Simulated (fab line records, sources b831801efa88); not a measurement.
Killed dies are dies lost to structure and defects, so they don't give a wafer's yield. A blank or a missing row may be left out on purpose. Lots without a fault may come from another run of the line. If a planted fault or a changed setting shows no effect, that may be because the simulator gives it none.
fab line records | flow sky130
record lots=11 | wafers=33 | last-day=50
route steps=708 shown LDD_HVP@287 LDD_LDN@296 SD_N@356 SD_P@359
lots untouched by any fault: they come from a run of this same line in which no faults occurred
start-h: hours from the record's first day to the start of the lot's first wafer shown | wait-h: hours since the lot's step before | " the same as in the row above | L1.1+2: one row covering several wafers at once | - either no value or no given start | * or withheld: withheld | < > ~ a bound
route shown NAME@n: NAME is a module with steps in the file, n the number in the route of the first one | usual: the fault-free wafers' mean and standard deviation | same: alike in all rows | chamber/n: place in a boat | sites: per-site readings | _std_site: the values' standard deviation | _edge_site: the outer-site mean with the inner-site mean subtracted | radius-mm: for every site, how far away it sits from the centre of the wafer | mask NAME#n: copy n | behind: tool/chamber where the wafer was last shaped | hold: reason for holding the lot/hours on hold/outcome of the hold | device: the n, p or np transistor that did not switch | end of line: at the end of the route, the tests of the same wafers | a step without rows: its recipe alone | killed: dies that structure and defects cost at the first sort, which is not the same as the wafer's yield | map: a wafer's dies, marking killed ones x, the rest . and places with no die _
set.NAME: the setting the step ran with; set.NAME@STEP: the setting that earlier step ran with | model.NAME: the simulator's own value behind a step, which no gauge read
steps of the route over a sample of lots; a table a step, a row a wafer
services: a tool's chamber out of use, with start hour (start-h, from the record's first day; less than 0 if before it), hours out, and reason
## steps
# step SKY_LDD_HVP_STRIP_09
# recipe chemistry=O2/N2 | power-w=1400 | pressure-mtorr=1500 | platen-temp-c=withheld | o2-flow-sccm=3000 | n2-flow-sccm=300 | overash-fraction=0.5
# usual drypump-motor-current-A=5.9/0.64 | oes-product-au=0.409/0.0047 | strip-time-to-endpoint-s=4.140/0.017
lot.wafer | tool            | chamber | start-h | wait-h | drypump-motor-current-A | oes-product-au | rf-hours-counter-h | strip-time-to-endpoint-s
L922.3    | plasma-asher-04 | 1       | 487.05  | 0.1    | 6.1                     | 0.417          | -                  | 4.157
L922.4    | "               | 0       | "       | "      | 6.7                     | 0.412          | -                  | 4.147
L922.5    | "               | 1       | "       | "      | 6.1                     | 0.404          | -                  | 4.128
L924.1    | plasma-asher-04 | 0       | 509.84  | 0.1    | 6.7                     | 0.414          | 37                 | 4.122
L924.3    | "               | 0       | "       | "      | 6.6                     | 0.413          | -                  | 4.144
L924.5    | "               | 1       | "       | "      | 6.1                     | 0.406          | -                  | 4.124
L925.3    | plasma-asher-04 | 0       | 529.42  | 0.1    | 6.7                     | 0.414          | -                  | 4.137
L925.5    | "               | 1       | "       | "      | 6.1                     | 0.414          | -                  | 4.145
L925.6    | "               | 0       | "       | "      | 6.7                     | 0.410          | -                  | 4.142
L926.1    | plasma-asher-02 | 1       | 529.90  | 0.1    | 6.7                     | 0.402          | 82                 | 4.156
L926.4    | "               | 1       | "       | "      | 6.7                     | 0.412          | -                  | 4.123
L926.5    | "               | 1       | "       | "      | 6.7                     | 0.411          | -                  | 4.141
L927.1    | plasma-asher-04 | 0       | 549.71  | 0.1    | 6.6                     | 0.410          | 41                 | 4.172
L927.3    | "               | 0       | "       | "      | 6.7                     | 0.408          | -                  | 4.162
L927.5    | "               | 0       | "       | "      | 6.6                     | 0.413          | -                  | 4.166
L930.1    | plasma-asher-02 | 1       | 572.85  | 0.1    | 6.7                     | 0.412          | 87                 | 4.128
L930.3    | "               | 1       | "       | "      | 6.7                     | 0.412          | -                  | 4.166
L930.6    | "               | 1       | "       | "      | 6.7                     | 0.411          | -                  | 4.130
L933.1    | plasma-asher-02 | 1       | 599.11  | 0.1    | 6.7                     | 0.404          | 89                 | 4.151
L933.5    | "               | 1       | "       | "      | 6.7                     | 0.410          | -                  | 4.134
L933.6    | "               | 0       | "       | "      | 5.5                     | 0.410          | -                  | 4.132
L941.1    | plasma-asher-01 | 0       | 657.90  | 0.1    | 5.4                     | 0.410          | 86                 | 4.163
L941.2    | "               | 1       | "       | "      | 5.0                     | 0.414          | 86                 | 4.161
L941.5    | "               | 1       | "       | "      | 5.0                     | 0.409          | -                  | 4.181
L943.2    | plasma-asher-01 | 1       | 668.84  | 0.1    | 5.0                     | 0.405          | 87                 | 4.112
L943.3    | "               | 0       | "       | "      | 5.4                     | 0.412          | -                  | 4.161
L943.5    | "               | 0       | "       | "      | 5.4                     | 0.408          | -                  | 4.115
L944.2    | plasma-asher-04 | 1       | 680.76  | 0.1    | 6.1                     | 0.410          | 54                 | 4.128
L944.3    | "               | 0       | "       | "      | 6.7                     | 0.412          | -                  | 4.138
L944.5    | "               | 0       | "       | "      | 6.7                     | 0.410          | -                  | 4.119
L945.1    | plasma-asher-01 | 1       | 691.20  | 0.1    | 5.0                     | 0.411          | 90                 | 4.134
L945.5    | "               | 1       | "       | "      | 5.0                     | 0.411          | -                  | 4.113
L945.6    | "               | 0       | "       | "      | 5.4                     | 0.409          | -                  | 4.137
# step SKY_LDD_LDN_OVL_MEAS_07
# usual LDD_LDN_OVL=-0.2/1.5
lot.wafer | tool       | chamber | start-h | wait-h | LDD_LDN_OVL[nm]
L922.3    | overlay-02 | -       | 518.47  | 0.1    | -1.0
L922.4    | "          | -       | "       | "      | -2.0
L922.5    | "          | -       | "       | "      | -2.0
L924.1    | overlay-01 | -       | 540.42  | 0.1    | -0.4
L924.3    | "          | -       | "       | "      | 0.4
L924.5    | "          | -       | "       | "      | -2.1
L925.3    | overlay-01 | -       | 558.78  | 0.1    | 0.8
L925.5    | "          | -       | "       | "      | 1.9
L925.6    | "          | -       | "       | "      | 0.8
L926.1    | overlay-02 | -       | 559.66  | 0.1    | 0.0
L926.4    | "          | -       | "       | "      | 1.6
L926.5    | "          | -       | "       | "      | -0.2
L927.1    | overlay-02 | -       | 578.46  | 0.1    | -0.8
L927.3    | "          | -       | "       | "      | -1.0
L927.5    | "          | -       | "       | "      | -0.7
L930.1    | overlay-02 | -       | 602.46  | 0.1    | -0.3
L930.3    | "          | -       | "       | "      | -0.8
L930.6    | "          | -       | "       | "      | 0.6
L933.1    | overlay-02 | -       | 626.46  | 0.1    | -0.9
L933.5    | "          | -       | "       | "      | -1.2
L933.6    | "          | -       | "       | "      | -1.7
L941.1    | overlay-01 | -       | 685.66  | 0.1    | 0.6
L941.2    | "          | -       | "       | "      | 1.6
L941.5    | "          | -       | "       | "      | 0.2
L943.2    | overlay-01 | -       | 697.07  | 0.1    | 1.0
L943.3    | "          | -       | "       | "      | 1.3
L943.5    | "          | -       | "       | "      | 1.4
L944.2    | overlay-02 | -       | 708.17  | 0.1    | -0.4
L944.3    | "          | -       | "       | "      | -0.1
L944.5    | "          | -       | "       | "      | -4.4
L945.1    | overlay-01 | -       | 717.91  | 0.1    | 2.6
L945.5    | "          | -       | "       | "      | 1.7
L945.6    | "          | -       | "       | "      | 1.9
# step SKY_LDD_LDN_STRIP_12
# recipe chemistry=O2/N2 | power-w=1400 | pressure-mtorr=1500 | platen-temp-c=withheld | o2-flow-sccm=3000 | n2-flow-sccm=300 | overash-fraction=0.5
# usual drypump-motor-current-A=5.7/0.61 | oes-product-au=0.715/0.0045 | strip-time-to-endpoint-s=14.24/0.032
lot.wafer | tool            | chamber | start-h | wait-h | drypump-motor-current-A | oes-product-au | rf-hours-counter-h | strip-time-to-endpoint-s
L922.3    | plasma-asher-01 | 1       | 519.12  | 0.1    | 5.0                     | 0.718          | -                  | 14.27
L922.4    | "               | 0       | "       | "      | 5.4                     | 0.717          | -                  | 14.25
L922.5    | "               | 0       | "       | "      | 5.4                     | 0.717          | -                  | 14.22
L924.1    | plasma-asher-01 | 0       | 541.14  | 0.1    | 5.4                     | 0.715          | 74                 | 14.24
L924.3    | "               | 0       | "       | "      | 5.4                     | 0.713          | -                  | 14.27
L924.5    | "               | 0       | "       | "      | 5.4                     | 0.703          | -                  | 14.26
L925.3    | plasma-asher-04 | 1       | 559.43  | 0.1    | 6.1                     | 0.714          | -                  | 14.26
L925.5    | "               | 0       | "       | "      | 6.7                     | 0.713          | -                  | 14.27
L925.6    | "               | 1       | "       | "      | 6.0                     | 0.720          | -                  | 14.27
L926.1    | plasma-asher-04 | 0       | 560.30  | 0.1    | 6.7                     | 0.714          | 42                 | 14.24
L926.4    | "               | 1       | "       | "      | 6.1                     | 0.717          | -                  | 14.19
L926.5    | "               | 1       | "       | "      | 6.1                     | 0.708          | -                  | 14.21
L927.1    | plasma-asher-03 | 0       | 579.10  | 0.1    | 5.1                     | 0.710          | 15                 | 14.29
L927.3    | "               | 1       | "       | "      | 5.5                     | 0.705          | -                  | 14.28
L927.5    | "               | 0       | "       | "      | 5.1                     | 0.715          | -                  | 14.27
L930.1    | plasma-asher-01 | 1       | 603.10  | 0.1    | 5.0                     | 0.723          | 81                 | 14.28
L930.3    | "               | 0       | "       | "      | 5.4                     | 0.720          | -                  | 14.28
L930.6    | "               | 0       | "       | "      | 5.4                     | 0.714          | -                  | 14.27
L933.1    | plasma-asher-04 | 0       | 627.10  | 0.1    | 6.7                     | 0.713          | 48                 | 14.17
L933.5    | "               | 1       | "       | "      | 6.1                     | 0.714          | -                  | 14.25
L933.6    | "               | 0       | "       | "      | 6.7                     | 0.713          | -                  | 14.24
L941.1    | plasma-asher-04 | 1       | 686.30  | 0.1    | 6.1                     | 0.722          | 55                 | 14.29
L941.2    | "               | 0       | "       | "      | 6.6                     | 0.708          | 55                 | 14.21
L941.5    | "               | 1       | "       | "      | 6.1                     | 0.719          | -                  | 14.28
L943.2    | plasma-asher-04 | 0       | 697.70  | 0.1    | 6.7                     | 0.715          | 56                 | 14.27
L943.3    | "               | 1       | "       | "      | 6.1                     | 0.720          | -                  | 14.25
L943.5    | "               | 1       | "       | "      | 6.1                     | 0.714          | -                  | 14.22
L944.2    | plasma-asher-03 | 1       | 708.80  | 0.1    | 5.5                     | 0.724          | 25                 | 14.18
L944.3    | "               | 1       | "       | "      | 5.5                     | 0.715          | -                  | 14.22
L944.5    | "               | 0       | "       | "      | 5.0                     | 0.714          | -                  | 14.25
L945.1    | plasma-asher-04 | 0       | 718.55  | 0.1    | 6.7                     | 0.719          | 58                 | 14.20
L945.5    | "               | 0       | "       | "      | 6.7                     | 0.714          | -                  | 14.21
L945.6    | "               | 1       | "       | "      | 6.1                     | 0.720          | -                  | 14.20
# step SKY_SD_N_RTA_14
# recipe temp-c=1075 | time-s=2 | idle-temp-c=650 | ramp-up-c-per-s=150 | ramp-down-c-per-s=90 | ambient=N2
# usual lamp-power-pct=15.74/0.052 | ramp-down-c-per-s=90.001/0.018 | wafer_temp_C_max=1078.2/1.2
lot.wafer | tool          | chamber | start-h | wait-h | lamp-power-pct | ramp-down-c-per-s | wafer_temp_C_max
L922.3    | rtp-anneal-02 | 0       | 639.20  | 0.0    | 15.81          | 90.020            | 1080.7
L922.4    | "             | 0       | "       | "      | 15.65          | 90.018            | 1077.2
L922.5    | "             | 0       | "       | "      | 15.69          | 89.970            | 1077.6
L924.1    | rtp-anneal-02 | 0       | 660.17  | 0.0    | 15.73          | 90.014            | 1076.4
L924.3    | "             | 0       | "       | "      | 15.73          | 90.022            | 1079.8
L924.5    | "             | 0       | "       | "      | 15.74          | 89.989            | 1077.4
L925.3    | rtp-anneal-01 | 0       | 677.55  | 0.0    | 15.76          | 89.985            | 1076.4
L925.5    | "             | 0       | "       | "      | 15.75          | 90.002            | 1076.6
L925.6    | "             | 0       | "       | "      | 15.70          | 89.993            | 1079.9
L926.1    | rtp-anneal-02 | 0       | 678.78  | 0.0    | 15.80          | 89.999            | 1078.3
L926.4    | "             | 0       | "       | "      | 15.75          | 89.971            | 1079.0
L926.5    | "             | 0       | "       | "      | 15.87          | 90.011            | 1075.9
L927.1    | rtp-anneal-01 | 0       | 695.38  | 0.0    | 15.71          | 90.003            | 1077.9
L927.3    | "             | 0       | "       | "      | 15.86          | 89.996            | 1077.5
L927.5    | "             | 0       | "       | "      | 15.72          | 89.996            | 1080.3
L930.1    | rtp-anneal-01 | 0       | 726.90  | 0.0    | 15.77          | 90.035            | 1084.1
L930.3    | "             | 0       | "       | "      | 15.79          | 90.000            | 1088.3
L930.6    | "             | 0       | "       | "      | 15.84          | 89.989            | 1086.2
L933.1    | rtp-anneal-01 | 0       | 741.03  | 0.0    | 15.84          | 90.018            | 1088.1
L933.5    | "             | 0       | "       | "      | 15.91          | 89.970            | 1087.6
L933.6    | "             | 0       | "       | "      | 15.80          | 89.975            | 1088.8
L941.1    | rtp-anneal-01 | 0       | 795.49  | 0.0    | 15.75          | 90.023            | 1077.5
L941.2    | "             | 0       | "       | "      | 15.83          | 90.004            | 1078.3
L941.5    | "             | 0       | "       | "      | 15.72          | 90.031            | 1077.5
L943.2    | rtp-anneal-01 | 0       | 807.13  | 0.0    | 15.81          | 90.017            | 1078.1
L943.3    | "             | 0       | "       | "      | 15.66          | 89.989            | 1078.1
L943.5    | "             | 0       | "       | "      | 15.77          | 90.030            | 1078.5
L944.2    | rtp-anneal-02 | 0       | 819.24  | 0.0    | 15.71          | 89.988            | 1078.5
L944.3    | "             | 0       | "       | "      | 15.85          | 89.983            | 1080.1
L944.5    | "             | 0       | "       | "      | 15.76          | 90.028            | 1076.5
L945.1    | rtp-anneal-01 | 0       | 828.43  | 0.0    | 15.70          | 90.002            | 1080.5
L945.5    | "             | 0       | "       | "      | 15.74          | 89.985            | 1078.8
L945.6    | "             | 0       | "       | "      | 15.78          | 90.029            | 1078.6
# step SKY_SD_N_RS_MEAS_16
# recipe thk-meas-gauge=four-point-probe
# usual SD_N_RS=68.59/0.12
lot.wafer | tool          | chamber | start-h | wait-h | SD_N_RS[ohm/sq]
L922.3    | film-metro-03 | -       | 639.39  | 0.1    | 68.63
L922.4    | "             | -       | "       | "      | 68.38
L922.5    | "             | -       | "       | "      | 68.69
L924.1    | film-metro-02 | -       | 660.34  | 0.1    | 68.55
L924.3    | "             | -       | "       | "      | 68.64
L924.5    | "             | -       | "       | "      | 68.68
L925.3    | film-metro-01 | -       | 677.74  | 0.1    | 68.69
L925.5    | "             | -       | "       | "      | 68.72
L925.6    | "             | -       | "       | "      | 68.64
L926.1    | film-metro-03 | -       | 678.95  | 0.1    | 68.47
L926.4    | "             | -       | "       | "      | 68.61
L926.5    | "             | -       | "       | "      | 68.47
L927.1    | film-metro-03 | -       | 695.55  | 0.1    | 68.57
L927.3    | "             | -       | "       | "      | 68.47
L927.5    | "             | -       | "       | "      | 68.47
L930.1    | film-metro-01 | -       | 727.07  | 0.1    | 66.89
L930.3    | "             | -       | "       | "      | 67.11
L930.6    | "             | -       | "       | "      | 66.91
L933.1    | film-metro-02 | -       | 741.20  | 0.1    | 67.08
L933.5    | "             | -       | "       | "      | 66.98
L933.6    | "             | -       | "       | "      | 67.03
L941.1    | film-metro-01 | -       | 795.66  | 0.1    | 68.59
L941.2    | "             | -       | "       | "      | 68.59
L941.5    | "             | -       | "       | "      | 68.45
L943.2    | film-metro-02 | -       | 807.31  | 0.1    | 68.94
L943.3    | "             | -       | "       | "      | 68.69
L943.5    | "             | -       | "       | "      | 68.62
L944.2    | film-metro-01 | -       | 819.43  | 0.1    | 68.67
L944.3    | "             | -       | "       | "      | 68.51
L944.5    | "             | -       | "       | "      | 68.63
L945.1    | film-metro-02 | -       | 828.60  | 0.1    | 68.78
L945.5    | "             | -       | "       | "      | 68.70
L945.6    | "             | -       | "       | "      | 68.68
# step SKY_SD_N_RS_MEAS_17
# recipe thk-meas-gauge=four-point-probe
# usual SD_P_RS=147.1/0.33
lot.wafer | tool          | chamber | start-h | wait-h | SD_P_RS[ohm/sq]
L922.3    | film-metro-03 | -       | 639.51  | 0.1    | 147.1
L922.4    | "             | -       | "       | "      | 147.2
L922.5    | "             | -       | "       | "      | 147.3
L924.1    | film-metro-02 | -       | 660.46  | 0.1    | 147.3
L924.3    | "             | -       | "       | "      | 147.5
L924.5    | "             | -       | "       | "      | 147.3
L925.3    | film-metro-01 | -       | 677.86  | 0.1    | 147.3
L925.5    | "             | -       | "       | "      | 147.6
L925.6    | "             | -       | "       | "      | 147.5
L926.1    | film-metro-03 | -       | 679.07  | 0.1    | 147.2
L926.4    | "             | -       | "       | "      | 146.7
L926.5    | "             | -       | "       | "      | 146.9
L927.1    | film-metro-03 | -       | 695.67  | 0.1    | 146.9
L927.3    | "             | -       | "       | "      | 146.6
L927.5    | "             | -       | "       | "      | 146.8
L930.1    | film-metro-01 | -       | 727.19  | 0.1    | 139.0
L930.3    | "             | -       | "       | "      | 139.6
L930.6    | "             | -       | "       | "      | 139.6
L933.1    | film-metro-02 | -       | 741.32  | 0.1    | 139.3
L933.5    | "             | -       | "       | "      | 138.7
L933.6    | "             | -       | "       | "      | 138.7
L941.1    | film-metro-01 | -       | 795.78  | 0.1    | 147.3
L941.2    | "             | -       | "       | "      | 146.7
L941.5    | "             | -       | "       | "      | 146.6
L943.2    | film-metro-02 | -       | 807.43  | 0.1    | 147.6
L943.3    | "             | -       | "       | "      | 147.6
L943.5    | "             | -       | "       | "      | 147.7
L944.2    | film-metro-01 | -       | 819.55  | 0.1    | 146.6
L944.3    | "             | -       | "       | "      | 146.7
L944.5    | "             | -       | "       | "      | 146.5
L945.1    | film-metro-02 | -       | 828.72  | 0.1    | 147.3
L945.5    | "             | -       | "       | "      | 147.5
L945.6    | "             | -       | "       | "      | 147.1
## services
tool            | chamber | start-h | hours | kind
plasma-asher-01 | -       | 617.43  | 1.3   | repair
plasma-asher-03 | -       | 673.77  | 28.1  | pm
rtp-anneal-01   | -       | 709.40  | 5.5   | pm
plasma-asher-02 | -       | 733.75  | 9.0   | pm
plasma-asher-02 | 0       | 733.75  | 9.0   | vent-cycle
plasma-asher-02 | 1       | 733.75  | 9.0   | vent-cycle
plasma-asher-02 | 0       | 742.75  | -     | clean
plasma-asher-02 | 1       | 742.75  | -     | clean
rtp-anneal-01   | -       | 778.33  | 1.5   | pm
plasma-asher-02 | -       | 811.35  | 2.1   | repair
plasma-asher-01 | -       | 820.31  | 2.0   | repair
## key
first-sign step=SKY_SD_N_RTA_14 | reading=wafer_temp_C_max | direction=up | sigmas=7.2 | usual=* | struck=*
effect step=SKY_SD_N_RTA_14 | reading=lamp-power-pct | direction=up | sigmas=1.7 | usual=15.74 | struck=15.82
effect step=SKY_SD_N_RS_MEAS_16 | reading=SD_N_RS | direction=down | sigmas=13 | usual=68.59 | struck=67.00
effect step=SKY_SD_N_RS_MEAS_17 | reading=SD_P_RS | direction=down | sigmas=24 | usual=147.1 | struck=139.1
met-at SKY_SD_N_RTA_14
struck-lots L930,L933
tester-left-out L930,L933
not-acting-at SKY_LDD_HVP_STRIP_09,SKY_LDD_LDN_OVL_MEAS_07,SKY_LDD_LDN_STRIP_12
onset-between 695.38 726.90
fault kind=process-parameter-drift | tool=rtp-anneal-01 | chamber=- | onset-h=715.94 | steps=SKY_SD_N_RTA_14 | channel=temp-c | offset=* | shape=step | end-h=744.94 | acts-in=* | stated=*
# tester-left-out: of these lots the tester's yield and bins aren't shown, on N5 and GAA mostly nor the transistor test; their killed dies are dies lost to structure and defects alone, not to doping, threshold or leakage, so they don't give the yield
